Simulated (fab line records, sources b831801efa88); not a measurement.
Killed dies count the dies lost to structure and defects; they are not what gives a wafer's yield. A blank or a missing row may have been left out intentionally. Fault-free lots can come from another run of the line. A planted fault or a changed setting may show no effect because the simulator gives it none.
A struck lot beside a sound one ; flow sfqLine ; 21 steps out of a route of 325
Sound: the wafers L257.2, L257.4, L257.5. Struck: wafer L272.5. (L272.6 of the same lot was not struck and is left out.) The cause comes at the end.
Each step with rows lists, per side, the tool, then ch with its chambers, then its first start. Under that, the readings that differ: sound wafers ; struck wafers ; difference of the means ; sigmas: that difference in standard deviations of wafers without a fault.
alike: readings with means less than 2 such deviations apart, plus words and numbers identical on both sides. not compared: withheld readings, readings lacking a value on some wafer, bounds such as >300 that could conceal the same value, and numbers that have no deviation in the record and whose values overlap.
Wherever a step has rows on one side only, a row that says differs or no value, or a row with sigmas, the two part there. Numbers that have no deviation but don't overlap get no sigmas and don't part them. A reading that every wafer of one side lacks parts them only if that side has two wafers or more.

SFQ_TRILAYER_A5C_DEP_PECVD_142: deposits SiO2 from SiH4/N2O, time 15.556 s, target thk 70 nm.
  sound on pecvd-02 ch 0,1,2, day 58 16:28; struck on pecvd-03 ch 1, day 62 18:58
  alike: heaterPowerW, throttleValvePct
then, 6 steps without rows for these wafers: SFQ_TRILAYER_I5_LITHO_COAT_149 (resist thk 62 nm); SFQ_TRILAYER_I5_LITHO_COAT_144 (resist thk 650 nm); SFQ_TRILAYER_I5_LITHO_SOFTBAKE_148; SFQ_TRILAYER_I5_LITHO_EXPOSE_145 (exposes mask I5, target cd 700 nm); SFQ_TRILAYER_I5_LITHO_PEB_147 (peb time 60 s); SFQ_TRILAYER_I5_LITHO_DEVELOP_146 (time 60 s).
-- the record jumps here: 4 days lie between the struck wafers' starts before and after --
SFQ_I5_OVL_MEAS_936:
  sound: overlay-01 at day 63 19:35; struck: overlay-02 at day 67 05:57
  alike: I5_OVL
SFQ_TRILAYER_I5_BARC_OPEN_VIA_ETCH_200: etches BARC in O2, target depth 125 nm, time 41.7 s.
  sound on rieDiel-01 ch 0,2,3, day 63 19:37; struck on rieDiel-01 ch 1, day 67 05:59
  alike: drypumpMotorCurrentA, oesProductAu
  not compared: rfHoursCounterH
SFQ_TRILAYER_I5_ETCH_VIA_ETCH_147: etches the open film in CHF3, stops on Nb, target depth 360 nm.
  sound on rieDiel-01 ch 0,2,3, day 63 19:39; struck on rieDiel-01 ch 1, day 67 06:05
  alike: drypumpMotorCurrentA, oesProductAu
SFQ_TRILAYER_I5_STRIP_STRIP_148: strips in O2.
  sound on rieMetal-01 ch 0,1, day 63 19:48; struck on rieMetal-02 ch 0, day 67 06:34
  alike: drypumpMotorCurrentA, oesProductAu
  not compared: rfHoursCounterH
then, 1 step without rows for these wafers: SFQ_TRILAYER_I5_STRIP_SOLV_CLEAN_149 (cleans in NMP, time 600 s).
SFQ_TRILAYER_C5_LITHO_COAT_156: resist thk 62 nm.
  sound on lithoTrack-02 ch 0, day 63 20:38; struck on lithoTrack-02 ch 0, day 67 07:11
reading;sound;struck;difference;sigmas
model.BARC_of_TRILAYER_C5_LITHO_COAT_156.thkNm (nm);61.76 61.91 61.94;66.69;+4.82;
then, 5 steps without rows for these wafers: SFQ_TRILAYER_C5_LITHO_COAT_151 (resist thk 650 nm); SFQ_TRILAYER_C5_LITHO_SOFTBAKE_155; SFQ_TRILAYER_C5_LITHO_EXPOSE_152 (exposes mask C5, target cd 500 nm); SFQ_TRILAYER_C5_LITHO_PEB_154 (peb time 60 s); SFQ_TRILAYER_C5_LITHO_DEVELOP_153 (time 60 s).
SFQ_C5_OVL_MEAS_937:
  sound: overlay-02 at day 63 23:29; struck: overlay-01 at day 67 12:03
  alike: C5_OVL
SFQ_TRILAYER_C5_BARC_OPEN_VIA_ETCH_210: etches BARC in O2, target depth 125 nm, time 41.7 s.
  sound on rieDiel-03 ch 0,1, day 63 23:31; struck on rieDiel-01 ch 3, day 67 12:05
reading;sound;struck;difference;sigmas
oesProductAu (a.u.);0.687 0.683 0.678;0.708;+0.025;+5
model.etch.depthNm (nm);61.76 61.91 61.94;66.69;+4.82;
  alike: drypumpMotorCurrentA
  not compared: rfHoursCounterH
SFQ_TRILAYER_C5_ETCH_VIA_ETCH_154: etches SiO2 in CHF3, stops on Nb, target depth 84 nm.
  sound on rieDiel-03 ch 0,1, day 63 23:33; struck on rieDiel-01 ch 3, day 67 12:08
  alike: drypumpMotorCurrentA, oesProductAu

== WHERE THEY PART ==
SFQ_TRILAYER_C5_BARC_OPEN_VIA_ETCH_210 only, going by this record. Later steps at which nothing parts them and some readings are alike: SFQ_TRILAYER_C5_ETCH_VIA_ETCH_154.

WHY: what the simulator had put in
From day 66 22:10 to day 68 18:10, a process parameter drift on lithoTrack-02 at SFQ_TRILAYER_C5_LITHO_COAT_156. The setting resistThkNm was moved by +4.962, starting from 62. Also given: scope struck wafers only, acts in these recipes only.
